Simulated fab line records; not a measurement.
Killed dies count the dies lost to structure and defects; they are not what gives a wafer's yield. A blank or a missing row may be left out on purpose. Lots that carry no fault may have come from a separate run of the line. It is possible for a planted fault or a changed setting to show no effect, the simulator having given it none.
fab line records	flow sky130
record lots=6	wafers=18	last_day=50
route steps=708 shown POLY_CUT@317 SD_P@320 RES_XHIGH@332 SD_N@342 PAD_OPEN@708
lots that met no fault: from a run of the same line without faults
start_h: hours from the record's opening day to when the first of the lot's shown wafers began	wait_h: how many hours have passed since the lot's step before this one	" repeats the value in the row above	L1.1+2: one row covering several wafers at once	- no value present, or no start provided	* or withheld: withheld	< > ~ a bound
route shown NAME@n: NAME is a module with steps in the file, n the number in the route of the first one	usual: average and standard deviation across the fault-free wafers	same: alike in all rows	chamber/n: place in a boat	sites: per-site readings	_std_site: how widely they spread, as a standard deviation	_edge_site: mean of outer sites minus mean of inner sites	radius_mm: how far each site lies from the wafer's centre	mask NAME#n: copy n	behind: tool/chamber where the wafer was last shaped	hold: why the lot was held/for how many hours/how that ended	device: names the non-switching transistor (n, p or np)	end of line: at the end of the route, the tests of the same wafers	a step with no rows: only its recipe	killed: the dies lost at the first sort to structure and to defects; this is not the yield of the wafer	map: a wafer's dies, marking killed ones x, the rest . and places with no die _
set.NAME: the setting as run; set.NAME@STEP: as run at that earlier step	model.NAME: the simulator's own value behind a step, which no gauge read
certain route steps with their lots: each step a table, each wafer a row
services: from which hour (start_h, from the record's first day; less than 0 if before it) a tool's chamber was out of use, for how many hours, and why
## steps
# step SKY_POLY_CUT_ETCH_10
# recipe chemistry=N2/H2	target=BARC	ion_energy_ev=200	source_w=500	bias_w=100	pressure_mtorr=30	n2_flow_sccm=100	h2_flow_sccm=200	stop_on=SiO2	time_s=45.9	target_depth_a=600
# usual drypump_motor_current_A=6.1/0.31	oes_product_au=0.854/0.0044	throttle_valve_pct=13.225/0.0088
lot.wafer	tool	chamber	start_h	wait_h	drypump_motor_current_A	oes_product_au	rf_hours_counter_h	throttle_valve_pct
L563.2	rie_diel-03	0	611.49	0.0	5.9	0.855	8	13.222
L563.5	"	2	"	"	6.3	0.847	-	13.219
L563.6	"	3	"	"	6.3	0.850	-	13.217
L569.1	rie_diel-03	3	668.01	0.0	6.3	0.855	11	13.227
L569.2	"	0	"	"	5.8	0.849	10	13.224
L569.5	"	1	"	"	6.3	0.859	-	13.222
L571.3	rie_diel-03	3	671.31	0.0	6.4	0.847	11	13.238
L571.4	"	2	"	"	6.3	0.856	7	13.233
L571.5	"	0	"	"	5.8	0.855	-	13.225
L576.3	rie_diel-04	0	704.51	0.0	5.6	0.841	42	13.224
L576.5	"	0	"	"	5.6	0.849	-	13.218
L576.6	"	1	"	"	5.6	0.856	-	13.226
L578.1	rie_diel-03	2	715.34	0.0	6.3	0.853	8	13.216
L578.4	"	1	"	"	6.3	0.858	22	13.229
L578.5	"	3	"	"	6.3	0.855	-	13.222
L581.2	rie_diel-04	2	736.59	0.0	6.4	0.850	5	13.233
L581.4	"	1	"	"	5.6	0.854	12	13.229
L581.6	"	3	"	"	6.6	0.851	-	13.225
# step SKY_POLY_CUT_ETCH_11
# recipe target=Si3N4	chemistry=CF4/CH2F2/Ar	stop_on=poly-Si	source_w=600	bias_w=150	pressure_mtorr=40	cf4_flow_sccm=40	ch2f2_flow_sccm=20	Ar_flow_sccm=150	time_s=42.5	target_depth_a=600
# usual drypump_motor_current_A=6.1/0.31	oes_product_au=0.829/0.0062	throttle_valve_pct=14.995/0.0095
lot.wafer	tool	chamber	start_h	wait_h	drypump_motor_current_A	oes_product_au	rf_hours_counter_h	throttle_valve_pct
L563.2	rie_diel-03	0	611.53	0.0	5.8	0.834	8	14.993
L563.5	"	2	"	"	6.3	0.836	-	14.987
L563.6	"	3	"	"	6.3	0.837	-	15.010
L569.1	rie_diel-03	3	668.06	0.0	6.3	0.821	11	14.981
L569.2	"	0	"	"	5.8	0.834	10	14.994
L569.5	"	1	"	"	6.3	0.832	-	14.992
L571.3	rie_diel-03	3	671.36	0.0	6.3	0.830	11	14.999
L571.4	"	2	"	"	6.3	0.829	7	15.006
L571.5	"	0	"	"	5.8	0.829	-	14.992
L576.3	rie_diel-04	0	704.56	0.0	5.6	0.838	42	15.013
L576.5	"	0	"	"	5.6	0.836	-	14.982
L576.6	"	1	"	"	5.6	0.829	-	14.991
L578.1	rie_diel-03	2	715.38	0.0	6.3	0.826	8	15.006
L578.4	"	1	"	"	6.2	0.830	22	15.006
L578.5	"	3	"	"	6.3	0.823	-	14.999
L581.2	rie_diel-04	2	736.63	0.0	6.3	0.828	5	15.015
L581.4	"	1	"	"	5.6	0.831	12	15.001
L581.6	"	3	"	"	6.5	0.829	-	14.987
# step SKY_POLY_CUT_STRIP_12
# recipe chemistry=O2/N2	power_w=1400	pressure_mtorr=1500	platen_temp_c=withheld	o2_flow_sccm=3000	n2_flow_sccm=300	overash_fraction=0.5
# step SKY_SD_P_DEHYDRATE_00
# recipe temp_c=200	time_s=60
# step SKY_SD_P_HMDS_01
# recipe prime_time_s=60	prime_temp_c=120
# step SKY_SD_P_COAT_02
# recipe resist=NOVOLAK	spin_rpm=3000	resist_thk_nm=1140
# step SKY_SD_P_SOFTBAKE_03
# recipe temp_c=90	time_s=60	resist=NOVOLAK
# step SKY_SD_P_EXPOSE_04
# recipe mask_id=PSDM	na=0.6	source_shape=conventional	sigma_outer=0.6	polarization=unpolarized	target_cd_nm=380	dose_mj=138
# step SKY_SD_P_PEB_05
# recipe temp_c=withheld	time_s=*	resist=NOVOLAK
# step SKY_SD_P_DEVELOP_06
# recipe resist=NOVOLAK	developer=TMAH	develop_time_s=60	dev_temp_c=23
# step SKY_SD_P_CD_MEAS_07
# recipe target_cd_nm=380
# usual cd_nm=381/3.4
lot.wafer	tool	chamber	start_h	wait_h	cd_nm
L563.2	cd_sem-01	-	640.75	0.1	383
L563.5	"	-	"	"	383
L563.6	"	-	"	"	384
L569.1	cd_sem-01	-	695.41	0.1	375
L569.2	"	-	"	"	378
L569.5	"	-	"	"	377
L571.3	cd_sem-02	-	699.57	0.1	385
L571.4	"	-	"	"	385
L571.5	"	-	"	"	382
L576.3	cd_sem-01	-	732.20	0.1	380
L576.5	"	-	"	"	381
L576.6	"	-	"	"	375
L578.1	cd_sem-02	-	742.06	0.1	384
L578.4	"	-	"	"	380
L578.5	"	-	"	"	386
L581.2	cd_sem-02	-	763.68	0.1	381
L581.4	"	-	"	"	381
L581.6	"	-	"	"	382
# step SKY_SD_P_OVL_MEAS_08
# usual SD_P_OVL=-0.8/1.4
lot.wafer	tool	chamber	start_h	wait_h	SD_P_OVL[nm]
L563.2	overlay-01	-	640.86	0.1	-2.0
L563.5	"	-	"	"	-1.3
L563.6	"	-	"	"	1.6
L569.1	overlay-02	-	695.53	0.1	-1.8
L569.2	"	-	"	"	-1.8
L569.5	"	-	"	"	0.9
L571.3	overlay-01	-	699.67	0.1	-3.3
L571.4	"	-	"	"	-4.3
L571.5	"	-	"	"	-3.2
L576.3	overlay-01	-	732.30	0.1	-3.4
L576.5	"	-	"	"	-2.3
L576.6	"	-	"	"	-1.3
L578.1	overlay-02	-	742.18	0.1	-0.4
L578.4	"	-	"	"	-2.3
L578.5	"	-	"	"	-0.1
L581.2	overlay-01	-	763.79	0.1	2.3
L581.4	"	-	"	"	-0.5
L581.6	"	-	"	"	-0.1
# step SKY_SD_P_IMPLANT_09
# recipe species=BF2	energy_kev=20	dose_cm2=3e+15	tilt_deg=0
lot.wafer	tool	chamber	start_h	wait_h
L563.2+5+6	implanter-01	0	640.92	0.0
L569.1+2+5	implanter-01	0	695.56	0.0
L571.3+4+5	implanter-01	0	699.74	0.1
L576.3+5+6	implanter-02	0	732.37	0.1
L578.1+4+5	implanter-02	0	742.21	0.0
L581.2+4+6	implanter-04	0	763.84	0.0
# step SKY_SD_P_STRIP_10
# recipe chemistry=O2/N2	power_w=1400	pressure_mtorr=1500	platen_temp_c=withheld	o2_flow_sccm=3000	n2_flow_sccm=300	overash_fraction=0.5
# step SKY_SD_P_TW_MEAS_11
# usual SD_P_TW=2832/15
lot.wafer	tool	chamber	start_h	wait_h	SD_P_TW
L563.2	film_metro-02	-	641.15	0.1	2819
L563.5	"	-	"	"	2803
L563.6	"	-	"	"	2815
L569.1	film_metro-04	-	695.81	0.1	2812
L569.2	"	-	"	"	2822
L569.5	"	-	"	"	2819
L571.3	film_metro-04	-	699.96	0.1	2857
L571.4	"	-	"	"	2846
L571.5	"	-	"	"	2851
L576.3	film_metro-02	-	732.59	0.1	2817
L576.5	"	-	"	"	2841
L576.6	"	-	"	"	2828
L578.1	film_metro-01	-	742.46	0.1	2857
L578.4	"	-	"	"	2847
L578.5	"	-	"	"	2835
L581.2	film_metro-04	-	764.08	0.1	2820
L581.4	"	-	"	"	2850
L581.6	"	-	"	"	2839
# step SKY_RES_XHIGH_DEHYDRATE_00
# recipe temp_c=200	time_s=60
# step SKY_RES_XHIGH_HMDS_01
# recipe prime_time_s=60	prime_temp_c=120
# step SKY_RES_XHIGH_COAT_02
# recipe resist=NOVOLAK	spin_rpm=3000	resist_thk_nm=1140
# step SKY_RES_XHIGH_SOFTBAKE_03
# recipe temp_c=90	time_s=60	resist=NOVOLAK
# step SKY_RES_XHIGH_EXPOSE_04
# recipe mask_id=URPM	na=0.6	source_shape=conventional	sigma_outer=0.6	polarization=unpolarized	target_cd_nm=1270	dose_mj=140
# step SKY_RES_XHIGH_PEB_05
# recipe temp_c=withheld	time_s=*	resist=NOVOLAK
# step SKY_RES_XHIGH_DEVELOP_06
# recipe resist=NOVOLAK	developer=TMAH	develop_time_s=60	dev_temp_c=23
# step SKY_RES_XHIGH_IMPLANT_07
# recipe species=BF2	energy_kev=20	dose_cm2=3.6e+14	tilt_deg=0
# step SKY_RES_XHIGH_STRIP_08
# recipe chemistry=O2/N2	power_w=1400	pressure_mtorr=1500	platen_temp_c=withheld	o2_flow_sccm=3000	n2_flow_sccm=300	overash_fraction=0.5
# usual drypump_motor_current_A=5.6/0.36	oes_product_au=0.711/0.0046	strip_time_to_endpoint_s=14.27/0.054
lot.wafer	tool	chamber	start_h	wait_h	drypump_motor_current_A	oes_product_au	rf_hours_counter_h	strip_time_to_endpoint_s
L563.2	plasma_asher-02	0	669.05	0.1	6.2	0.707	24	14.23
L563.5	"	0	"	"	6.2	0.709	-	14.22
L563.6	"	1	"	"	5.5	0.707	-	14.23
L569.1	plasma_asher-02	1	723.55	0.1	5.4	0.707	29	14.35
L569.2	"	0	"	"	6.2	0.710	29	14.31
L569.5	"	1	"	"	5.4	0.710	-	14.31
L571.3	plasma_asher-04	1	727.13	0.1	5.3	0.704	-	14.32
L571.4	"	0	"	"	5.8	0.711	-	14.27
L571.5	"	1	"	"	5.3	0.709	-	14.31
L576.3	plasma_asher-04	0	759.70	0.1	5.8	0.714	-	14.22
L576.5	"	1	"	"	5.3	0.708	-	14.27
L576.6	"	0	"	"	5.8	0.714	-	14.26
L578.1	plasma_asher-03	0	769.21	0.1	5.0	0.719	92	14.28
L578.4	"	0	"	"	4.9	0.717	-	14.23
L578.5	"	1	"	"	5.9	0.714	-	14.28
L581.2	plasma_asher-04	0	790.51	0.1	5.8	0.704	65	14.18
L581.4	"	1	"	"	5.3	0.710	-	14.22
L581.6	"	1	"	"	5.3	0.717	-	14.23
# step SKY_RES_XHIGH_TW_MEAS_09
# usual RES_XHIGH_TW=1644/7.9
lot.wafer	tool	chamber	start_h	wait_h	RES_XHIGH_TW
L563.2	film_metro-04	-	669.16	0.1	1631
L563.5	"	-	"	"	1632
L563.6	"	-	"	"	1641
L569.1	film_metro-01	-	723.65	0.1	1642
L569.2	"	-	"	"	1650
L569.5	"	-	"	"	1646
L571.3	film_metro-04	-	727.22	0.1	1646
L571.4	"	-	"	"	1640
L571.5	"	-	"	"	1644
L576.3	film_metro-04	-	759.78	0.1	1646
L576.5	"	-	"	"	1647
L576.6	"	-	"	"	1642
L578.1	film_metro-01	-	769.31	0.1	1652
L578.4	"	-	"	"	1649
L578.5	"	-	"	"	1648
L581.2	film_metro-01	-	790.62	0.1	1652
L581.4	"	-	"	"	1647
L581.6	"	-	"	"	1645
# step SKY_SD_N_DEHYDRATE_00
# recipe temp_c=200	time_s=60
# step SKY_SD_N_HMDS_01
# recipe prime_time_s=60	prime_temp_c=120
# step SKY_SD_N_COAT_02
# recipe resist=NOVOLAK	spin_rpm=3000	resist_thk_nm=1140
# step SKY_SD_N_SOFTBAKE_03
# recipe temp_c=90	time_s=60	resist=NOVOLAK
# step SKY_SD_N_EXPOSE_04
# recipe mask_id=NSDM	na=0.6	source_shape=conventional	sigma_outer=0.6	polarization=unpolarized	target_cd_nm=380	dose_mj=141
# step SKY_SD_N_PEB_05
# recipe temp_c=withheld	time_s=*	resist=NOVOLAK
# step SKY_SD_N_DEVELOP_06
# recipe resist=NOVOLAK	developer=TMAH	develop_time_s=60	dev_temp_c=23
# step SKY_SD_N_CD_MEAS_07
# recipe target_cd_nm=380
# usual cd_nm=380.8/3
lot.wafer	tool	chamber	start_h	wait_h	cd_nm
L563.2	cd_sem-02	-	697.12	0.1	378.4
L563.5	"	-	"	"	375.8
L563.6	"	-	"	"	378.9
L569.1	cd_sem-02	-	750.66	0.1	373.8
L569.2	"	-	"	"	378.1
L569.5	"	-	"	"	374.6
L571.3	cd_sem-01	-	753.92	0.1	381.1
L571.4	"	-	"	"	383.0
L571.5	"	-	"	"	381.4
L576.3	cd_sem-01	-	785.84	0.1	379.1
L576.5	"	-	"	"	381.0
L576.6	"	-	"	"	379.4
L578.1	cd_sem-01	-	795.13	0.1	373.1
L578.4	"	-	"	"	375.0
L578.5	"	-	"	"	372.5
L581.2	cd_sem-01	-	815.17	0.1	381.0
L581.4	"	-	"	"	380.3
L581.6	"	-	"	"	380.3
# step SKY_SD_N_OVL_MEAS_08
# usual SD_N_OVL=0.2/1.4
lot.wafer	tool	chamber	start_h	wait_h	SD_N_OVL[nm]
L563.2	overlay-02	-	697.23	0.1	-1.4
L563.5	"	-	"	"	-1.0
L563.6	"	-	"	"	0.6
L569.1	overlay-01	-	750.78	0.1	0.5
L569.2	"	-	"	"	-0.9
L569.5	"	-	"	"	0.1
L571.3	overlay-02	-	754.02	0.1	1.5
L571.4	"	-	"	"	-0.5
L571.5	"	-	"	"	1.3
L576.3	overlay-01	-	785.93	0.1	0.2
L576.5	"	-	"	"	2.5
L576.6	"	-	"	"	2.1
L578.1	overlay-02	-	795.25	0.1	-3.1
L578.4	"	-	"	"	-2.3
L578.5	"	-	"	"	-2.1
L581.2	overlay-01	-	815.28	0.1	3.0
L581.4	"	-	"	"	0.8
L581.6	"	-	"	"	0.4
# step SKY_SD_N_IMPLANT_09
# recipe species=As	energy_kev=50	dose_cm2=4e+15	tilt_deg=0
# step SKY_SD_N_IMPLANT_10
# recipe species=P	energy_kev=20	dose_cm2=1e+14	tilt_deg=0
# step SKY_SD_N_STRIP_11
# recipe chemistry=O2/N2	power_w=1400	pressure_mtorr=1500	platen_temp_c=withheld	o2_flow_sccm=3000	n2_flow_sccm=300	overash_fraction=0.5
# usual drypump_motor_current_A=5.7/0.45	oes_product_au=0.527/0.005	strip_time_to_endpoint_s=22.56/0.05
lot.wafer	tool	chamber	start_h	wait_h	drypump_motor_current_A	oes_product_au	rf_hours_counter_h	strip_time_to_endpoint_s
L563.2	plasma_asher-01	0	697.56	0.1	5.7	0.528	101	22.60
L563.5	"	1	"	"	6.1	0.529	-	22.60
L563.6	"	0	"	"	5.7	0.527	-	22.64
L569.1	plasma_asher-03	1	751.12	0.1	5.9	0.528	89	22.58
L569.2	"	0	"	"	5.0	0.528	89	22.61
L569.5	"	1	"	"	5.8	0.522	-	22.59
L571.3	plasma_asher-01	0	754.37	0.1	5.7	0.521	-	22.62
L571.4	"	1	"	"	6.1	0.517	-	22.59
L571.5	"	1	"	"	6.1	0.532	-	22.60
L576.3	plasma_asher-02	1	786.29	0.1	5.4	0.531	-	22.60
L576.5	"	0	"	"	6.2	0.527	-	22.61
L576.6	"	1	"	"	5.4	0.539	-	22.62
L578.1	plasma_asher-03	1	795.59	0.1	5.9	0.527	94	22.60
L578.4	"	1	"	"	5.8	0.518	-	22.59
L578.5	"	1	"	"	5.9	0.524	-	22.62
L581.2	plasma_asher-01	0	815.61	0.1	5.7	0.530	7	22.52
L581.4	"	1	"	"	6.1	0.532	-	22.54
L581.6	"	1	"	"	6.2	0.525	-	22.53
# step SKY_SD_N_TW_MEAS_12
# usual SD_N_TW=3980/24
lot.wafer	tool	chamber	start_h	wait_h	SD_N_TW
L563.2	film_metro-01	-	697.67	0.1	3978
L563.5	"	-	"	"	3999
L563.6	"	-	"	"	3988
L569.1	film_metro-04	-	751.22	0.1	4005
L569.2	"	-	"	"	4009
L569.5	"	-	"	"	3999
L571.3	film_metro-04	-	754.46	0.1	4019
L571.4	"	-	"	"	4020
L571.5	"	-	"	"	4024
L576.3	film_metro-02	-	786.38	0.1	3957
L576.5	"	-	"	"	3961
L576.6	"	-	"	"	3964
L578.1	film_metro-02	-	795.69	0.1	3932
L578.4	"	-	"	"	3923
L578.5	"	-	"	"	3958
L581.2	film_metro-02	-	815.72	0.1	3939
L581.4	"	-	"	"	3944
L581.6	"	-	"	"	3936
# step SKY_SD_N_CLEAN_13
# recipe chemistry=SC1/SC2	mix=1:4:20	temp_c=70	time_s=150	dry=n2_spin
# step SKY_SD_N_RTA_14
# recipe temp_c=1075	time_s=2	idle_temp_c=650	ramp_up_c_per_s=150	ramp_down_c_per_s=90	ambient=N2
# usual lamp_power_pct=15.73/0.047	ramp_up_c_per_s=150.00/0.027	wafer_temp_C_max=1078.3/1.4
lot.wafer	tool	chamber	start_h	wait_h	lamp_power_pct	ramp_up_c_per_s	wafer_temp_C_max
L563.2	rtp_anneal-02	0	697.83	0.0	15.77	149.97	1077.2
L563.5	"	0	"	"	15.76	150.02	1078.8
L563.6	"	0	"	"	15.75	149.96	1078.4
L569.1	rtp_anneal-01	0	751.33	0.0	15.68	149.98	1077.5
L569.2	"	0	"	"	15.71	150.03	1079.1
L569.5	"	0	"	"	15.79	150.03	1076.1
L571.3	rtp_anneal-01	0	754.57	0.0	15.68	149.99	1078.2
L571.4	"	0	"	"	15.82	149.99	1077.9
L571.5	"	0	"	"	15.68	149.98	1077.5
L576.3	rtp_anneal-02	0	786.49	0.0	15.73	150.00	1079.6
L576.5	"	0	"	"	15.78	149.98	1078.3
L576.6	"	0	"	"	15.67	150.00	1078.3
L578.1	rtp_anneal-02	0	795.80	0.0	15.80	150.03	1077.4
L578.4	"	0	"	"	15.75	150.00	1078.4
L578.5	"	0	"	"	15.64	149.98	1079.4
L581.2	rtp_anneal-01	0	815.83	0.0	15.84	149.96	1077.4
L581.4	"	0	"	"	15.63	150.01	1078.3
L581.6	"	0	"	"	15.69	149.97	1079.0
# step SKY_SD_N_RS_MEAS_16
# recipe thk_meas_gauge=four-point-probe
# usual SD_N_RS=68.50/0.14
lot.wafer	tool	chamber	start_h	wait_h	SD_N_RS[ohm/sq]
L563.2	film_metro-01	-	698.01	0.1	68.41
L563.5	"	-	"	"	68.48
L563.6	"	-	"	"	68.34
L569.1	film_metro-02	-	751.50	0.1	68.29
L569.2	"	-	"	"	68.27
L569.5	"	-	"	"	68.39
L571.3	film_metro-01	-	754.76	0.1	68.44
L571.4	"	-	"	"	68.48
L571.5	"	-	"	"	68.35
L576.3	film_metro-04	-	786.69	0.1	68.61
L576.5	"	-	"	"	68.69
L576.6	"	-	"	"	68.62
L578.1	film_metro-01	-	795.97	0.1	68.57
L578.4	"	-	"	"	68.49
L578.5	"	-	"	"	68.44
L581.2	film_metro-04	-	816.02	0.1	68.70
L581.4	"	-	"	"	68.75
L581.6	"	-	"	"	68.56
# step SKY_PAD_OPEN_PROBE_99
# usual killed_at_M0_to_M3=43/6.8	killed_at_M4_up=3.2/1.8	killed_at_contacts=24/6.2	killed_at_front_end=15/4.7	killed_at_other=0.4/0.63	killed_dies=86/9.6	killed_on_rim=17/3.9	killed_open=47/6.9	killed_short=39/6.3
# same gross_dies=492	killed_at_back_side=0
lot.wafer	tool	chamber	start_h	wait_h	killed_at_M0_to_M3	killed_at_M4_up	killed_at_contacts	killed_at_front_end	killed_at_other	killed_dies	killed_on_rim	killed_open	killed_short	model.etest.pfet_g5v0d10v5.r_on_ohm_um	model.etest.pfet_01v8.r_on_ohm_um	model.etest.pfet_g5v0d10v5.drive_ua_um	model.etest.res_high_po.rs_ohm_sq_rim_less_centre	model.etest.pfet_01v8_lvt.drive_ua_um	model.etest.pfet_01v8_mvt.drive_ua_um	model.etest.pfet_g5v0d10v5.vt_long_v
L563.2	prober-02	-	1112.08	0.1	59	3	16	8	0	86	18	52	34	4716	2906	342	6.193	173	153.2	-0.9545
L563.5	prober-02	-	1112.23	0.2	29	4	24	13	0	70	15	31	39	4808	2950	340.2	5.323	168.8	150.6	-0.9661
L563.6	prober-02	-	1112.28	0.2	28	4	19	21	0	72	14	35	36	4734	2912	344.9	4.55	173.1	152.3	-0.9534
L569.1	prober-01	-	1146.14	0.1	38	2	25	14	1	80	13	57	23	4900	2902	332.7	-5.722	172.5	148.6	-0.9533
L569.2	prober-01	-	1146.19	0.1	42	3	22	19	0	86	19	50	36	4855	2913	333.3	-4.832	172.8	149.8	-0.9462
L569.5	prober-01	-	1146.34	0.2	44	4	28	14	0	90	14	53	37	4864	2958	336.2	-5.636	171.4	149.4	-0.9502
L571.3	prober-01	-	1153.35	0.2	57	6	21	15	1	100	15	56	44	4970	2968	323.9	-5.644	168.8	144.2	-0.9551
L571.4	prober-01	-	1153.40	0.2	40	1	28	5	0	74	10	46	28	4826	2910	333.2	-7.81	171.5	147.8	-0.9441
L571.5	prober-01	-	1153.45	0.2	40	5	21	13	0	79	14	39	38	5056	2974	318.3	-6.814	166.9	142.3	-0.9675
L576.3	prober-02	-	1174.68	0.2	40	2	23	17	1	83	14	39	44	4653	2901	351.1	7.387	174.9	151.8	-0.9267
L576.5	prober-02	-	1174.78	0.2	47	7	20	17	1	92	11	44	48	4648	2858	350.8	8.586	177.3	154.7	-0.9208
L576.6	prober-02	-	1174.83	0.2	43	2	27	12	0	84	14	42	42	4721	2889	346.8	8.604	175.7	153.7	-0.9357
L578.1	prober-02	-	1178.08	0.1	52	0	24	21	2	99	25	51	48	4708	2912	345.2	3.327	173.9	150.7	-0.9249
L578.4	prober-02	-	1178.23	0.2	53	6	19	14	0	92	16	40	52	4797	2958	336.9	2.394	170.6	148	-0.9325
L578.5	prober-02	-	1178.28	0.2	48	1	26	9	1	85	20	49	36	4769	2952	337.7	6.532	172.1	150.1	-0.9272
L581.2	prober-01	-	1191.78	0.1	43	5	27	18	0	93	16	54	38	4657	2880	349.2	4.486	176.4	153	-0.9171
L581.4	prober-01	-	1191.88	0.2	43	2	22	24	1	92	16	61	30	4717	2908	342.6	6.512	175.6	152.1	-0.9235
L581.6	prober-01	-	1191.98	0.2	31	2	20	17	0	70	15	42	28	4700	2935	344.8	5.161	174	150.9	-0.9226
# killed by level:class
L563.2 VIA2:geometric_particle:open=16 VIA1:geometric_particle:open=10 VIA2:geometric_particle:short=8 CONTACT:geometric_particle:open=7 VIA3:geometric_particle:open=7 VIA1:geometric_particle:short=6 METAL2:geometric_particle:short=5 METAL1:geometric_particle:short=4
L563.5 CONTACT:geometric_particle:open=7 VIA1:geometric_particle:short=6 LI_CONTACT:geometric_particle:open=6 CONTACT:geometric_particle:short=5 VIA2:geometric_particle:open=4 VIA1:geometric_particle:open=4 METAL4:geometric_particle:short=4 FIELD_ISO:geometric_particle:short=3
L563.6 FIELD_ISO:geometric_particle:open=6 VIA1:geometric_particle:open=6 POLY_GATE:geometric_particle:short=5 LI_CONTACT:geometric_particle:open=5 VIA2:geometric_particle:open=5 VIA3:geometric_particle:short=5 FIELD_ISO:geometric_particle:short=4 LI_CONTACT:geometric_particle:short=4
L569.1 LI_CONTACT:geometric_particle:open=11 CONTACT:geometric_particle:open=11 VIA1:geometric_particle:open=11 VIA2:geometric_particle:open=6 VIA3:geometric_particle:open=6 VIA3:geometric_particle:short=5 FIELD_ISO:geometric_particle:short=4 VIA1:geometric_particle:short=4
L569.2 CONTACT:geometric_particle:open=8 VIA1:geometric_particle:open=8 VIA3:geometric_particle:open=8 VIA2:geometric_particle:open=8 FIELD_ISO:geometric_particle:open=6 LI_CONTACT:geometric_particle:open=6 POLY_GATE:geometric_particle:short=5 METAL1:geometric_particle:short=5
L569.5 VIA1:geometric_particle:open=12 LI_CONTACT:geometric_particle:open=8 CONTACT:geometric_particle:open=8 LOCAL_INTERCONNECT:geometric_particle:short=5 METAL3:geometric_particle:short=5 VIA3:geometric_particle:open=5 POLY_GATE:geometric_particle:open=4 VIA1:geometric_particle:short=4
L571.3 CONTACT:geometric_particle:open=12 VIA3:geometric_particle:open=8 VIA2:geometric_particle:open=8 VIA1:geometric_particle:open=7 METAL2:geometric_particle:short=6 POLY_GATE:geometric_particle:open=5 VIA2:geometric_particle:short=5 METAL3:geometric_particle:short=5
L571.4 VIA1:geometric_particle:open=13 LI_CONTACT:geometric_particle:open=12 CONTACT:geometric_particle:open=9 METAL1:geometric_particle:short=7 METAL2:geometric_particle:short=4 LOCAL_INTERCONNECT:geometric_particle:short=3 CONTACT:geometric_particle:short=3 VIA3:geometric_particle:open=3
L571.5 VIA1:geometric_particle:open=8 LI_CONTACT:geometric_particle:open=7 VIA2:geometric_particle:open=7 CONTACT:geometric_particle:open=6 VIA3:geometric_particle:open=6 POLY_GATE:geometric_particle:short=5 CONTACT:geometric_particle:short=5 METAL2:geometric_particle:short=5
L576.3 CONTACT:geometric_particle:open=9 VIA1:geometric_particle:short=8 METAL1:geometric_particle:short=7 VIA1:geometric_particle:open=6 FIELD_ISO:geometric_particle:open=5 POLY_GATE:geometric_particle:short=4 LI_CONTACT:geometric_particle:open=4 LOCAL_INTERCONNECT:geometric_particle:short=4
L576.5 VIA1:geometric_particle:open=12 LI_CONTACT:geometric_particle:open=7 CONTACT:geometric_particle:open=6 METAL1:geometric_particle:short=6 VIA1:geometric_particle:short=6 VIA2:geometric_particle:open=6 METAL2:geometric_particle:short=5 VIA3:geometric_particle:short=5
L576.6 LI_CONTACT:geometric_particle:open=9 METAL2:geometric_particle:short=8 VIA1:geometric_particle:open=7 CONTACT:geometric_particle:short=5 CONTACT:geometric_particle:open=5 VIA1:geometric_particle:short=5 FIELD_ISO:geometric_particle:open=4 LOCAL_INTERCONNECT:geometric_particle:short=4
L578.1 VIA2:geometric_particle:open=10 CONTACT:geometric_particle:open=9 VIA1:geometric_particle:open=9 FIELD_ISO:geometric_particle:open=7 LOCAL_INTERCONNECT:geometric_particle:short=7 METAL1:geometric_particle:short=7 VIA2:geometric_particle:short=7 VIA3:geometric_particle:open=6
L578.4 METAL2:geometric_particle:short=9 VIA3:geometric_particle:open=7 LI_CONTACT:geometric_particle:open=6 METAL1:geometric_particle:short=6 VIA2:geometric_particle:open=6 VIA2:geometric_particle:short=5 CONTACT:geometric_particle:open=5 VIA3:geometric_particle:short=5
L578.5 VIA1:geometric_particle:open=12 VIA3:geometric_particle:open=12 CONTACT:geometric_particle:open=11 CONTACT:geometric_particle:short=7 METAL1:geometric_particle:short=7 VIA1:geometric_particle:short=6 LOCAL_INTERCONNECT:geometric_particle:short=5 VIA2:geometric_particle:open=5
L581.2 VIA1:geometric_particle:open=11 CONTACT:geometric_particle:open=9 LI_CONTACT:geometric_particle:open=8 VIA3:geometric_particle:open=7 METAL2:geometric_particle:short=6 FIELD_ISO:geometric_particle:short=4 FIELD_ISO:geometric_particle:open=4 POLY_GATE:geometric_particle:open=4
L581.4 VIA2:geometric_particle:open=11 VIA1:geometric_particle:open=11 FIELD_ISO:geometric_particle:open=9 CONTACT:geometric_particle:open=9 VIA3:geometric_particle:open=9 LI_CONTACT:geometric_particle:open=6 FIELD_ISO:geometric_particle:short=5 POLY_GATE:geometric_particle:open=4
L581.6 VIA1:geometric_particle:open=10 VIA3:geometric_particle:open=6 LI_CONTACT:geometric_particle:open=6 CONTACT:geometric_particle:open=6 FIELD_ISO:geometric_particle:short=4 FIELD_ISO:geometric_particle:open=4 POLY_GATE:geometric_particle:open=4 POLY_GATE:geometric_particle:short=4
## services
tool	chamber	start_h	hours	kind
plasma_asher-03	-	596.78	14.6	pm
implanter-04	-	602.59	1.1	repair
rie_diel-04	0	608.70	4.9	repair
plasma_asher-04	-	637.61	4.7	repair
implanter-04	-	648.57	1.0	repair
implanter-04	-	658.35	2.7	pm
implanter-04	-	670.97	8.1	repair
rie_diel-04	2	671.14	2.8	repair
plasma_asher-02	-	680.76	4.3	pm
rie_diel-03	0	710.23	3.5	repair
plasma_asher-03	-	711.82	4.6	repair
plasma_asher-01	-	733.75	9.0	pm
rie_diel-03	3	734.24	13.3	repair
implanter-01	-	739.62	1.9	repair
rie_diel-03	0	739.67	11.4	repair
rie_diel-04	3	747.52	-	clean
rie_diel-04	3	747.52	20.7	scheduled_down
implanter-04	-	750.99	4.6	pm
implanter-01	-	759.76	4.2	repair
rie_diel-04	2	761.99	6.4	repair
implanter-01	-	774.81	3.4	repair
rie_diel-03	-	782.00	2.8	pm
implanter-02	-	787.74	2.1	repair
implanter-02	-	791.67	3.4	repair
## key
first_sign none at tools or gauges
model_effect step=SKY_PAD_OPEN_PROBE_99	value=etest.pfet_g5v0d10v5.r_on_ohm_um	without=4723	struck=4912
met_at SKY_SD_P_IMPLANT_09
struck_wafers L569.1,L569.2,L569.5,L571.3,L571.4,L571.5
tester_left_out L569,L571
onset_between 640.92 695.56
fault kind=process_parameter_drift	tool=implanter-01	chamber=-	onset_h=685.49	steps=SKY_SD_P_IMPLANT_09	channel=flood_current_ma	offset=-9	shape=step	end_h=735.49
# tester_left_out: of these lots the tester's yield and bins aren't shown, on N5 and GAA mostly nor the transistor test; their killed dies are dies lost to structure and defects alone, not to doping, threshold or leakage, so they don't give the yield
